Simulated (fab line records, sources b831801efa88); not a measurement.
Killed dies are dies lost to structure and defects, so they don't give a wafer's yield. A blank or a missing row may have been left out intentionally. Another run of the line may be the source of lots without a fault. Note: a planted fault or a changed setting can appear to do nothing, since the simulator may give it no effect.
Commonality check across tools	flow sky130	11 lots and 33 wafers in the sample

REASON IT WAS OPENED
SKY_CONTACT_THK_MEAS_03, reading CONTACT_HDPCVD_THK: flagged on 2 of 11 lots. Wafers without a fault read 565 nm, standard deviation 7.
Rule: a lot is flagged when every wafer of it that has a number lies more than 4 standard deviations from that mean, or none has a number. As for the other lots, they are considered sound.

lot	measured	on	CONTACT_HDPCVD_THK (nm), wafer by wafer	flag
L121	day 30 11:40	film-metro-04	580 566 575	
L122	day 30 21:59	film-metro-04	575 567 568	
L123	day 31 07:02	film-metro-01	560 555 564	
L125	day 32 02:14	film-metro-02	549 556 564	
L130	day 34 03:39	film-metro-01	573 564 567	
L132	day 34 08:31	film-metro-04	866 865 852	FLAGGED
L133	day 34 16:03	film-metro-02	853 855 845	FLAGGED
L136	day 35 23:26	film-metro-04	561 573 562	
L138	day 36 01:52	film-metro-01	578 584 580	
L141	day 37 00:44	film-metro-02	559 570 571	
L144	day 37 18:50	film-metro-01	560 552 554	
Average over the flagged lots: 856 nm; offset from the usual +291 nm, equal to +42 standard deviations.

LOT BY LOT: THE TOOL USED
The record holds 3 process steps before the reading, out of a route of 708 steps. Cell contents, in order: the tool; ch with the chambers the sampled wafers went through; the start.
lot	flag	SKY_LI_CONTACT_CMP_24	SKY_LOCAL_INTERCONNECT_STRIP_15	SKY_CONTACT_HDPCVD_02
L121		cmp-01 ch 0,3, day 29 05:57	plasma-asher-01 ch 0,1, day 30 10:55	hdpcvd-02 ch 1,2, day 30 11:35
L122		cmp-02 ch 0,1,2, day 29 16:59	plasma-asher-01 ch 0,1, day 30 21:11	hdpcvd-02 ch 0,1,2, day 30 21:55
L123		cmp-02 ch 0,1,2, day 30 02:00	plasma-asher-01 ch 0,1, day 31 06:17	hdpcvd-01 ch 1,2, day 31 06:58
L125		cmp-02 ch 1,2, day 30 21:38	plasma-asher-02 ch 0,1, day 32 01:26	hdpcvd-01 ch 1,2, day 32 02:08
L130		cmp-02 ch 0,2, day 32 22:39	plasma-asher-02 ch 0,1, day 34 02:52	hdpcvd-01 ch 0,2, day 34 03:35
L132	FLAGGED	cmp-02 ch 0,2,3, day 33 03:54	plasma-asher-01 ch 0,1, day 34 07:45	hdpcvd-01 ch 0,1,2, day 34 08:26
L133	FLAGGED	cmp-02 ch 1,3, day 33 12:18	plasma-asher-01 ch 0,1, day 34 15:16	hdpcvd-01 ch 0,1,2, day 34 15:59
L136		cmp-01 ch 2,3, day 34 19:13	plasma-asher-04 ch 0,1, day 35 22:34	hdpcvd-02 ch 1,2, day 35 23:22
L138		cmp-02 ch 1,2,3, day 34 22:03	plasma-asher-01 ch 0,1, day 36 01:07	hdpcvd-02 ch 0,2, day 36 01:47
L141		cmp-01 ch 0,2,3, day 35 20:46	plasma-asher-04 ch 0,1, day 36 23:59	hdpcvd-02 ch 0,1,2, day 37 00:38
L144		cmp-02 ch 1,3, day 36 15:39	plasma-asher-01 ch 0,1, day 37 18:03	hdpcvd-02 ch 1,2, day 37 18:46
What is done by these steps:
- SKY_LI_CONTACT_CMP_24: polishes, stops on PSG, t overpolish 20 s, target thk 0 nm.
- SKY_LOCAL_INTERCONNECT_STRIP_15: strips in O2/N2.
- SKY_CONTACT_HDPCVD_02: deposits SiO2, target thk 565 nm, time 94.2 s.
- SKY_CONTACT_THK_MEAS_03

FLAGGED AGAINST TOTAL, ONE TOOL AT A TIME (gauges that did the reading follow at the end)
step	tool	lots run	flagged	share of the flagged lots	sound lots run after its first flagged lot
SKY_LI_CONTACT_CMP_24	cmp-01	3	0	none	-
SKY_LI_CONTACT_CMP_24	cmp-02	8	2	all	2 (L138,L144)
SKY_LOCAL_INTERCONNECT_STRIP_15	plasma-asher-01	7	2	all	2 (L138,L144)
SKY_LOCAL_INTERCONNECT_STRIP_15	plasma-asher-02	2	0	none	-
SKY_LOCAL_INTERCONNECT_STRIP_15	plasma-asher-04	2	0	none	-
SKY_CONTACT_HDPCVD_02	hdpcvd-01	5	2	all	0
SKY_CONTACT_HDPCVD_02	hdpcvd-02	6	0	none	-
SKY_CONTACT_THK_MEAS_03	film-metro-01	4	0	none	-
SKY_CONTACT_THK_MEAS_03	film-metro-02	3	1	some	1 (L141)
SKY_CONTACT_THK_MEAS_03	film-metro-04	4	1	some	1 (L136)

WHAT THE TABLE ALLOWS
cmp-02 at SKY_LI_CONTACT_CMP_24, plasma-asher-01 at SKY_LOCAL_INTERCONNECT_STRIP_15 and hdpcvd-01 at SKY_CONTACT_HDPCVD_02: these 3 rows of the table ran every flagged lot.
- cmp-02 at SKY_LI_CONTACT_CMP_24 ran 8 lots, 2 of them flagged. Sound lots followed the first flagged one (L138, L144) on it, something a lasting fault affecting the whole tool could not allow.
- plasma-asher-01 at SKY_LOCAL_INTERCONNECT_STRIP_15 ran 7 lots, 2 of them flagged. Sound lots followed the first flagged one (L138, L144) on it, something a lasting fault affecting the whole tool could not allow.
- hdpcvd-01 at SKY_CONTACT_HDPCVD_02 ran 5 lots, 2 of them flagged. It ran its last sound lot, L130, at day 34 03:35 and its first flagged lot, L132, at day 34 08:26: a fault with its onset between the two fits.
hdpcvd-01 at SKY_CONTACT_HDPCVD_02 is the single tool remaining.

WHAT HAD BEEN PUT IN BY THE SIMULATOR
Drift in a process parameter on hdpcvd-01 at SKY_CONTACT_HDPCVD_02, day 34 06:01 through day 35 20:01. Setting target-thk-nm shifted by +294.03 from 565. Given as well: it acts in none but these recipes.
Shown lots that were struck: L132, L133. This agrees with what the rule above found.
